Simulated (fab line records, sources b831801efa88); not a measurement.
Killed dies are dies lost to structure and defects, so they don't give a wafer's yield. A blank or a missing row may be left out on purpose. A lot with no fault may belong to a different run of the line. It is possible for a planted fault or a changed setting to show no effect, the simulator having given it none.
Struck lot and sound lot, side by side / flow gf180mcu / 16 steps out of a route of 602
Sound: wafers L532.1, L532.2, L532.5. Struck: wafer L546.1 (L546.2, L546.6, from the same lot, were not struck and are left out); the cause is given at the end.
Order at every step that has rows: each side's tool, ch and its chambers, its first start. Under that, the readings that differ: sound wafers / struck wafers / difference of the means / sigmas: that difference in standard deviations of wafers without a fault.
alike: readings with means less than 2 such deviations apart, plus words and numbers identical on both sides. not compared: withheld readings, readings lacking a value on some wafer, bounds such as >300 that could conceal the same value, and numbers that have no deviation in the record and whose values overlap.
A row with sigmas, a row that says differs or no value, or rows on one side alone: a step with any of these is where the two part. Numbers that have no deviation but don't overlap get no sigmas and don't part them. Lack of a reading on every wafer of one side parts them only where that side has two or more wafers.

first, 6 steps without rows for these wafers: GF_TOP_METAL_HMDS_08 (prime time 60 s); GF_TOP_METAL_COAT_09 (resist thk 1500 nm); GF_TOP_METAL_SOFTBAKE_10 (time 60 s); GF_TOP_METAL_EXPOSE_11 (exposes mask MetalTop, target cd 440 nm); GF_TOP_METAL_PEB_12; GF_TOP_METAL_DEVELOP_13 (develop time 60 s).
GF_TOP_METAL_CD_MEAS_14: target cd 440 nm.
  struck on cd_sem-02, day 34 02:41; sound on cd_sem-01, day 30 15:20
  alike: cd_nm
GF_TOP_METAL_OVL_MEAS_15:
  struck on overlay-01, day 34 02:48; sound on overlay-01, day 30 15:28
  alike: TOP_METAL_OVL
GF_TOP_METAL_METAL_ETCH_16: etches the open film in Cl2/BCl3, stops on SiO2, target depth 1197 nm, time 199.5 s.
  sound on rie_metal-02 ch 0,1, day 30 15:30; struck on rie_metal-03 ch 1, day 34 02:50
  alike: drypump_motor_current_A, oes_product_au, throttle_valve_pct
  not compared: rf_hours_counter_h
GF_TOP_METAL_STRIP_17: strips in O2/N2.
  sound on plasma_asher-02 ch 0,1, day 30 15:41; struck on plasma_asher-02 ch 0, day 34 03:02
reading=strip_time_to_endpoint_s (s); sound=12.83 12.84 12.78; struck=13.04; difference=+0.22; sigmas=+3
  alike: drypump_motor_current_A, heater_power_w, o2_flow_sccm, oes_product_au
  not compared: rf_hours_counter_h
then, 2 steps without rows for these wafers: GF_TOP_METAL_STRIP_18 (strips in post etch residue remover, time 1200 s); GF_TOP_METAL_CLEAN_19 (cleans in DIW).
GF_PASSIVATION_CVD_00: deposits SiO2 from TEOS, target thk 1000 nm, time 111.95 s.
  sound on pecvd-02 ch 1,2, day 30 16:14; struck on pecvd-03 ch 2, day 34 03:34
reading=run_length_s (s); sound=139.3 140.0 139.9; struck=128.0; difference=-11.7; sigmas=-25
reading=model.SiO2_of_PASSIVATION_CVD_00.thk_nm (nm); sound=978.3 1019 1026; struck=856.4; difference=-151.4; sigmas=
  alike: heater_power_w
GF_PASSIVATION_THK_MEAS_01:
  struck on film_metro-02, day 34 03:38; sound on film_metro-02, day 30 16:19
reading=PASSIVATION_CVD_00_THK (nm); sound=979 1018 1026; struck=855; difference=-153; sigmas=-10
GF_PASSIVATION_CVD_02: deposits Si3N4, target thk 700 nm, time 486.18 s.
  sound on pecvd-03 ch 0,1,2, day 30 16:23; struck on pecvd-04 ch 2, day 34 03:42
  alike: heater_power_w, run_length_s
GF_PASSIVATION_PROBE_99:
  sound wafers here have rows in the record (prober-01, day 31 12:53); struck ones have none

## WHERE THEY PART
At GF_TOP_METAL_STRIP_17 first; at GF_PASSIVATION_PROBE_99 last (within this record only).

WHY: the cause the simulator had injected
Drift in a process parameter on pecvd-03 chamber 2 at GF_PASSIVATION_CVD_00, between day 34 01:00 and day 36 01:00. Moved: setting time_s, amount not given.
